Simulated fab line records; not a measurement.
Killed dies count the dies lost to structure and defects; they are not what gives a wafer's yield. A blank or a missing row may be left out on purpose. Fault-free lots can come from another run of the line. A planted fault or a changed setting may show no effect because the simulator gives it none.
Split-lot trial    flow gf180mcu    on a route of 602 steps: 5 lots, 23 wafers read

## ABOUT THE SPLIT
At GF_V1_EXPOSE_11 (exposes mask Via1, target cd 260 nm), the setting dose-mj was moved away from the recipe's 38 on 8 of the 23 wafers read, by -6.2% to +5.5%. All remaining wafers had this setting at the recipe value.

## FROM THE SPLIT TO THE READING: what the file shows between them, 2 steps
- GF_V1_PEB_12: peb time 90 s
- GF_V1_DEVELOP_13: develop time 60 s

## THE READING
Shown in nm: cd-nm at GF_V1_CD_MEAS_14, with target cd 260 nm. A value of 260.1 nm with a standard deviation of 0.96 nm is what fault-free wafers of this fab line usually give.

wafer   tool, chamber at the split  dose-mj as run  against the recipe  cd-nm, nm  against lot-mates on the recipe
L074.2  krf-scanner-02, 0           36.52           -3.9%               253.6      -6.8
L074.3  krf-scanner-02, 0           38              recipe              260.5      -
L074.4  krf-scanner-02, 0           38              recipe              259.9      -
L074.5  krf-scanner-02, 0           38              recipe              260.9      -
L074.6  krf-scanner-02, 0           36.52           -3.9%               254.9      -5.5
L075.1  krf-scanner-01, 0           40.08           +5.5%               267.7      +7.6
L075.2  krf-scanner-01, 0           38              recipe              259.2      -
L075.3  krf-scanner-01, 0           40.08           +5.5%               269.3      +9.2
L075.4  krf-scanner-01, 0           38              recipe              260.6      -
L075.5  krf-scanner-01, 0           38              recipe              260.5      -
L076.2  krf-scanner-02, 0           38              recipe              259.6      -
L076.5  krf-scanner-02, 0           38              recipe              260.7      -
L076.6  krf-scanner-02, 0           38              recipe              260.2      -
L080.1  krf-scanner-02, 0           38              recipe              258.8      -
L080.2  krf-scanner-02, 0           38              recipe              258.4      -
L080.3  krf-scanner-02, 0           39.79           +4.7%               265.5      +6.3
L080.4  krf-scanner-02, 0           39.79           +4.7%               267.3      +8.1
L080.5  krf-scanner-02, 0           38              recipe              260.3      -
L085.1  krf-scanner-02, 0           35.63           -6.2%               249.8      -9.2
L085.2  krf-scanner-02, 0           38              recipe              259.6      -
L085.4  krf-scanner-02, 0           35.63           -6.2%               249.5      -9.5
L085.5  krf-scanner-02, 0           38              recipe              259.3      -
L085.6  krf-scanner-02, 0           38              recipe              258.2      -

THE FIT
A straight line over all 23 wafers: cd-nm changes by +1.54 nm for each +1% of dose-mj; r = +0.98; the points scatter about the line by 0.87 nm.
The same after taking each lot's own level away (the mean of its wafers on the recipe; 23 wafers): +1.53 nm for each +1%; r = +0.99; scatter 0.67 nm.
Per that fit: largest dose-mj move, reading shift of 9.6 nm.
The lots' own levels span 259.03 to 260.43 nm, that is 1.5 times the standard deviation above.
The two slopes agree, so the slope changes little with the lot-to-lot level.
Check: -9.65 nm against its lot-mates is what the line predicts for one of the wafers moved furthest among these (-6.2%) when that wafer is left out of the fit. Against them it came out at -9.23 nm.

## OTHER SPLITS APPLIED TO THESE WAFERS
Before the reading, these wafers also passed through other splits. Each is held against what the fit with the lots' levels taken away leaves over:
other split on the same wafers    wafers away from the commonest value  r with cd-nm (lot level and that fit taken away)
GF_PSD_COAT_02 resist-thk-nm      4                                     -0.20
GF_PSD_STRIP_10 o2-flow-sccm      8                                     +0.29
GF_SAB_SOFTBAKE_05 temp-c         9                                     -0.02
GF_SAB_DEVELOP_08 develop-time-s  3                                     +0.00
GF_CONTACT_CVD_00 sih4-flow-sccm  8                                     -0.33
GF_M1_SPUTTER_00 power-w          7                                     +0.16
GF_M1_EXPOSE_11 dose-mj           4                                     -0.16
GF_V1_CVD_02 time-s               10                                    -0.26

## THE WHOLE CHAIN: every reading that the file lists as answering this split, in the file's order
step              what it does          reading                                                    change (the file's fit)               r (the file's)
GF_V1_CD_MEAS_14  target cd 260 nm      cd-nm                                                      +1.53 nm for each +1% of the setting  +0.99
GF_V1_ETCH_16     etches BARC in N2/H2  V1.cd-nm (the simulator's own value, which no gauge read)  +1.46 nm for each +1% of the setting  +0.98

## THE FILE'S OWN FIT
cd-nm changes by +1.53 nm for each +1% of dose-mj, r = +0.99.
